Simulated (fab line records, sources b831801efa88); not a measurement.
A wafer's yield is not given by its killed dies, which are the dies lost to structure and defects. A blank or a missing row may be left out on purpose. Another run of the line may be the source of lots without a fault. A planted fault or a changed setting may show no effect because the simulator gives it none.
The tool behind it: which one? || flow sfqLine || 14 lots with 42 wafers sampled at 4 steps, on a route of 325 steps

WHAT THE GAUGES SHOWED, per wafer
SFQ_JJ_RS_MEAS_929: a four-point-probe measurement. Usual: JJ_NB_RS typically reads 1.085 ohm/sq, with standard deviation 0.015.
{"lot": "L762", "measured": "day 54 20:29", "on": "filmMetro-02", "JJ_NB_RS (ohm/sq)": "1.094 1.086 1.092", "flag": ""}
{"lot": "L763", "measured": "day 59 04:59", "on": "filmMetro-03", "JJ_NB_RS (ohm/sq)": "1.079 1.078 1.065", "flag": ""}
{"lot": "L766", "measured": "day 59 18:16", "on": "filmMetro-03", "JJ_NB_RS (ohm/sq)": "1.085 1.078 1.094", "flag": ""}
{"lot": "L767", "measured": "day 59 23:02", "on": "filmMetro-03", "JJ_NB_RS (ohm/sq)": "1.080 1.077 1.073", "flag": ""}
{"lot": "L770", "measured": "day 60 20:28", "on": "filmMetro-02", "JJ_NB_RS (ohm/sq)": "1.103 1.110 1.090", "flag": ""}
{"lot": "L771", "measured": "day 61 00:04", "on": "filmMetro-02", "JJ_NB_RS (ohm/sq)": "1.100 1.110 1.109", "flag": ""}
{"lot": "L772", "measured": "day 61 07:16", "on": "filmMetro-03", "JJ_NB_RS (ohm/sq)": "1.081 1.074 1.075", "flag": ""}
{"lot": "L773", "measured": "day 61 12:04", "on": "filmMetro-02", "JJ_NB_RS (ohm/sq)": "1.109 1.090 1.094", "flag": ""}
{"lot": "L774", "measured": "day 61 13:14", "on": "filmMetro-03", "JJ_NB_RS (ohm/sq)": "1.074 1.069 1.095", "flag": ""}
{"lot": "L775", "measured": "day 62 04:59", "on": "filmMetro-01", "JJ_NB_RS (ohm/sq)": "1.099 1.071 1.108", "flag": ""}
{"lot": "L777", "measured": "day 62 14:34", "on": "filmMetro-02", "JJ_NB_RS (ohm/sq)": "1.102 1.103 1.086", "flag": ""}
{"lot": "L778", "measured": "day 63 04:58", "on": "filmMetro-03", "JJ_NB_RS (ohm/sq)": "1.099 1.082 1.082", "flag": ""}
{"lot": "L780", "measured": "day 66 06:28", "on": "filmMetro-01", "JJ_NB_RS (ohm/sq)": "1.086 1.067 1.096", "flag": ""}
{"lot": "L782", "measured": "day 66 23:44", "on": "filmMetro-01", "JJ_NB_RS (ohm/sq)": "1.059 1.083 1.060", "flag": ""}

SFQ_M8_THK_MEAS_950: measures by xrf. Usual: M8_AU_THK typically reads 179.0 nm, with standard deviation 2.6.
{"lot": "L762", "measured": "day 76 21:38", "on": "filmMetro-04", "M8_AU_THK (nm)": "180.0 180.1 180.5", "flag": ""}
{"lot": "L763", "measured": "day 77 20:34", "on": "filmMetro-03", "M8_AU_THK (nm)": "179.6 176.0 176.1", "flag": ""}
{"lot": "L766", "measured": "day 78 12:56", "on": "filmMetro-01", "M8_AU_THK (nm)": "182.6 181.8 181.2", "flag": ""}
{"lot": "L767", "measured": "day 80 06:40", "on": "filmMetro-01", "M8_AU_THK (nm)": "181.2 182.3 180.7", "flag": ""}
{"lot": "L770", "measured": "day 81 00:07", "on": "filmMetro-01", "M8_AU_THK (nm)": "183.7 181.9 183.4", "flag": ""}
{"lot": "L771", "measured": "day 83 04:56", "on": "filmMetro-01", "M8_AU_THK (nm)": "179.4 181.9 184.4", "flag": ""}
{"lot": "L772", "measured": "day 83 06:08", "on": "filmMetro-03", "M8_AU_THK (nm)": "182.1 180.0 175.4", "flag": ""}
{"lot": "L773", "measured": "day 83 07:20", "on": "filmMetro-04", "M8_AU_THK (nm)": "172.9 177.1 176.1", "flag": ""}
{"lot": "L774", "measured": "day 83 08:31", "on": "filmMetro-04", "M8_AU_THK (nm)": "179.8 181.3 181.3", "flag": ""}
{"lot": "L775", "measured": "day 83 09:43", "on": "filmMetro-03", "M8_AU_THK (nm)": "178.6 176.5 174.0", "flag": ""}
{"lot": "L777", "measured": "day 83 12:07", "on": "filmMetro-04", "M8_AU_THK (nm)": "176.8 177.4 177.8", "flag": ""}
{"lot": "L778", "measured": "day 88 06:35", "on": "filmMetro-04", "M8_AU_THK (nm)": "177.2 179.7 179.1", "flag": ""}
{"lot": "L780", "measured": "day 88 16:50", "on": "filmMetro-03", "M8_AU_THK (nm)": "174.6 178.0 177.4", "flag": ""}
{"lot": "L782", "measured": "day 89 21:44", "on": "filmMetro-03", "M8_AU_THK (nm)": "175.9 178.5 177.8", "flag": ""}

WHAT TOOL EACH LOT RAN ON (gives the tool, then ch and the chambers of the sampled wafers, and finally the start)
{"lot": "L762", "SFQ_TRILAYER_M3_LITHO_COAT_080": "lithoTrack-03 ch 0, day 37 11:53", "SFQ_TRILAYER_M3_BARC_OPEN_METAL_ETCH_100": "rieMetal-02 ch 0,1, day 37 14:18"}
{"lot": "L763", "SFQ_TRILAYER_M3_LITHO_COAT_080": "lithoTrack-01 ch 0, day 44 02:49", "SFQ_TRILAYER_M3_BARC_OPEN_METAL_ETCH_100": "rieMetal-04 ch 0,1, day 44 05:21"}
{"lot": "L766", "SFQ_TRILAYER_M3_LITHO_COAT_080": "lithoTrack-03 ch 0, day 44 14:56", "SFQ_TRILAYER_M3_BARC_OPEN_METAL_ETCH_100": "rieMetal-02 ch 0,1, day 44 17:13"}
{"lot": "L767", "SFQ_TRILAYER_M3_LITHO_COAT_080": "lithoTrack-03 ch 0, day 44 23:20", "SFQ_TRILAYER_M3_BARC_OPEN_METAL_ETCH_100": "rieMetal-04 ch 0,1, day 45 01:37"}
{"lot": "L770", "SFQ_TRILAYER_M3_LITHO_COAT_080": "lithoTrack-01 ch 0, day 45 13:11", "SFQ_TRILAYER_M3_BARC_OPEN_METAL_ETCH_100": "rieMetal-02 ch 0,1, day 45 18:25"}
{"lot": "L771", "SFQ_TRILAYER_M3_LITHO_COAT_080": "lithoTrack-03 ch 0, day 45 16:11", "SFQ_TRILAYER_M3_BARC_OPEN_METAL_ETCH_100": "rieMetal-02 ch 0, day 45 19:37"}
{"lot": "L772", "SFQ_TRILAYER_M3_LITHO_COAT_080": "lithoTrack-04 ch 0, day 45 20:26", "SFQ_TRILAYER_M3_BARC_OPEN_METAL_ETCH_100": "rieMetal-03 ch 0,1, day 45 22:38"}
{"lot": "L773", "SFQ_TRILAYER_M3_LITHO_COAT_080": "lithoTrack-03 ch 0, day 46 00:35", "SFQ_TRILAYER_M3_BARC_OPEN_METAL_ETCH_100": "rieMetal-03 ch 0,1, day 46 02:49"}
{"lot": "L774", "SFQ_TRILAYER_M3_LITHO_COAT_080": "lithoTrack-04 ch 0, day 46 02:21", "SFQ_TRILAYER_M3_BARC_OPEN_METAL_ETCH_100": "rieMetal-02 ch 0,1, day 46 04:38"}
{"lot": "L775", "SFQ_TRILAYER_M3_LITHO_COAT_080": "lithoTrack-04 ch 0, day 46 04:08", "SFQ_TRILAYER_M3_BARC_OPEN_METAL_ETCH_100": "rieMetal-03 ch 0,1, day 46 06:25"}
{"lot": "L777", "SFQ_TRILAYER_M3_LITHO_COAT_080": "lithoTrack-04 ch 0, day 46 10:08", "SFQ_TRILAYER_M3_BARC_OPEN_METAL_ETCH_100": "rieMetal-03 ch 0,1, day 46 12:25"}
{"lot": "L778", "SFQ_TRILAYER_M3_LITHO_COAT_080": "lithoTrack-01 ch 0, day 46 15:32", "SFQ_TRILAYER_M3_BARC_OPEN_METAL_ETCH_100": "rieMetal-04 ch 0, day 46 17:49"}
{"lot": "L780", "SFQ_TRILAYER_M3_LITHO_COAT_080": "lithoTrack-04 ch 0, day 47 09:15", "SFQ_TRILAYER_M3_BARC_OPEN_METAL_ETCH_100": "rieMetal-04 ch 0,1, day 51 22:04"}
{"lot": "L782", "SFQ_TRILAYER_M3_LITHO_COAT_080": "lithoTrack-03 ch 0, day 47 19:58", "SFQ_TRILAYER_M3_BARC_OPEN_METAL_ETCH_100": "rieMetal-03 ch 0,1, day 52 12:28"}
- SFQ_TRILAYER_M3_LITHO_COAT_080: resist thk 62 nm.
- SFQ_TRILAYER_M3_BARC_OPEN_METAL_ETCH_100: etches BARC in O2, target depth 125 nm, time 41.7 s.

WHAT THE TOOLS THEMSELVES READ (means of the sampled wafers that have a number; where no wafer has one, the mark that the record gives instead)
SFQ_TRILAYER_M3_BARC_OPEN_METAL_ETCH_100. Usual: drypumpMotorCurrentA 5.8 A, standard deviation 0.42; oesProductAu 0.685 a.u., standard deviation 0.0045.
{"lot": "L762", "tool": "rieMetal-02", "drypumpMotorCurrentA (A)": 5.3, "oesProductAu (a.u.)": 0.676, "flag": ""}
{"lot": "L763", "tool": "rieMetal-04", "drypumpMotorCurrentA (A)": 5.9, "oesProductAu (a.u.)": 0.689, "flag": ""}
{"lot": "L766", "tool": "rieMetal-02", "drypumpMotorCurrentA (A)": 5.3, "oesProductAu (a.u.)": 0.683, "flag": ""}
{"lot": "L767", "tool": "rieMetal-04", "drypumpMotorCurrentA (A)": 5.9, "oesProductAu (a.u.)": 0.681, "flag": ""}
{"lot": "L770", "tool": "rieMetal-02", "drypumpMotorCurrentA (A)": 5.3, "oesProductAu (a.u.)": 0.689, "flag": ""}
{"lot": "L771", "tool": "rieMetal-02", "drypumpMotorCurrentA (A)": 5.1, "oesProductAu (a.u.)": 0.685, "flag": ""}
{"lot": "L772", "tool": "rieMetal-03", "drypumpMotorCurrentA (A)": 6.1, "oesProductAu (a.u.)": 0.682, "flag": ""}
{"lot": "L773", "tool": "rieMetal-03", "drypumpMotorCurrentA (A)": 6.1, "oesProductAu (a.u.)": 0.683, "flag": ""}
{"lot": "L774", "tool": "rieMetal-02", "drypumpMotorCurrentA (A)": 5.2, "oesProductAu (a.u.)": 0.681, "flag": ""}
{"lot": "L775", "tool": "rieMetal-03", "drypumpMotorCurrentA (A)": 6.1, "oesProductAu (a.u.)": 0.688, "flag": ""}
{"lot": "L777", "tool": "rieMetal-03", "drypumpMotorCurrentA (A)": 6.3, "oesProductAu (a.u.)": 0.665, "flag": "OFF"}
{"lot": "L778", "tool": "rieMetal-04", "drypumpMotorCurrentA (A)": 5.8, "oesProductAu (a.u.)": 0.684, "flag": ""}
{"lot": "L780", "tool": "rieMetal-04", "drypumpMotorCurrentA (A)": 5.9, "oesProductAu (a.u.)": 0.670, "flag": "OFF"}
{"lot": "L782", "tool": "rieMetal-03", "drypumpMotorCurrentA (A)": 6.1, "oesProductAu (a.u.)": 0.683, "flag": ""}

THE ANSWER, worked out from the rows above alone
Rule: lot off if the mean of its wafers having a number is beyond 3 standard deviations from the usual mean. A lot without any number at a reading at which 4 lots or more have one is off too. All remaining lots with rows at the step are treated as sound. First the gauges in route order, then the tools' own readings, where a lot's mean is used as printed above. The first step at which some lot is off is used, and at that step the reading that is off furthest; a lot without a number counts as furthest.
Off at SFQ_TRILAYER_M3_BARC_OPEN_METAL_ETCH_100 (oesProductAu): L777, L780.
A tool fits if, at that step or a process step before it, it ran every lot that is off, and no sound lot after the first of them. One fits: SFQ_TRILAYER_M3_LITHO_COAT_080 on lithoTrack-04. A fault onset in the window from L775 (day 46 04:08, its last sound lot) to L777 (day 46 10:08, its first lot off) fits.

WHAT THE SIMULATOR PUT IN
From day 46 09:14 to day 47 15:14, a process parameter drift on lithoTrack-04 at SFQ_TRILAYER_M3_LITHO_COAT_080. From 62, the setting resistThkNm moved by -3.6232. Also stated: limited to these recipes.
Shown lots that were struck: L777, L780. This agrees with what the rule above found.
